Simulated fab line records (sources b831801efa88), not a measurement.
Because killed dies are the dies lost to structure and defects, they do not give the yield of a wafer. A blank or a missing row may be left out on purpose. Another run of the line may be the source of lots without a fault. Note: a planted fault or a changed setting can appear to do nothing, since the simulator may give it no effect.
Chamber matching ; flow sky130 ; rie_diel-01 running SKY_POLY_CUT_ETCH_11: 4 sister chambers
The step etches Si3N4 in CF4/CH2F2/Ar, stops on poly-Si, time 42.5 s, target depth 60 nm. 4 wafers are shown with their chamber, then 7 later ones without.

WAFERS PAIRED WITH THEIR CHAMBERS
wafer;chamber;throttle_valve_pct (%)
L568.2;2;15.003
L568.4;3;14.983
L569.2;1;14.989
L569.5;0;15.001

WAFERS WITH NO CHAMBER GIVEN
wafer;throttle_valve_pct (%)
L569.6;14.994
L579.1;14.992
L579.3;15.001
L579.5;14.994
L580.1;15.002
L580.2;14.978
L580.6;14.983

WHICH CHAMBER EACH WENT THROUGH
wafer;from the rows above;in truth
L569.6;can't be placed: 1 or 0 or 2 or 3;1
L579.1;can't be placed: 1 or 0 or 3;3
L579.3;can't be placed: 0 or 2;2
L579.5;can't be placed: 1 or 0 or 2 or 3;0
L580.1;can't be placed: 2 or 0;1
L580.2;can't be placed: 3 or 1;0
L580.6;can't be placed: 3 or 1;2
Placed correctly: 0 of 7. Unplaceable from these rows: 7, with the true chamber sitting among the candidates in 4. Wrongly placed: 0.
How it was worked out, from the rows above alone: a wafer's distance from a chamber is the root of the sum, over the readings, of the square of ((its reading less the chamber's mean) divided by the reading's scatter). The wafer belongs to the nearest chamber; if the next one is less than 2 further off, it can't be placed. The mean given for a chamber averages the wafers shown for that chamber. The scatter (one wafer shown for each chamber): square how far every hidden wafer sits from the nearest shown wafer, average those squares and take the square root.
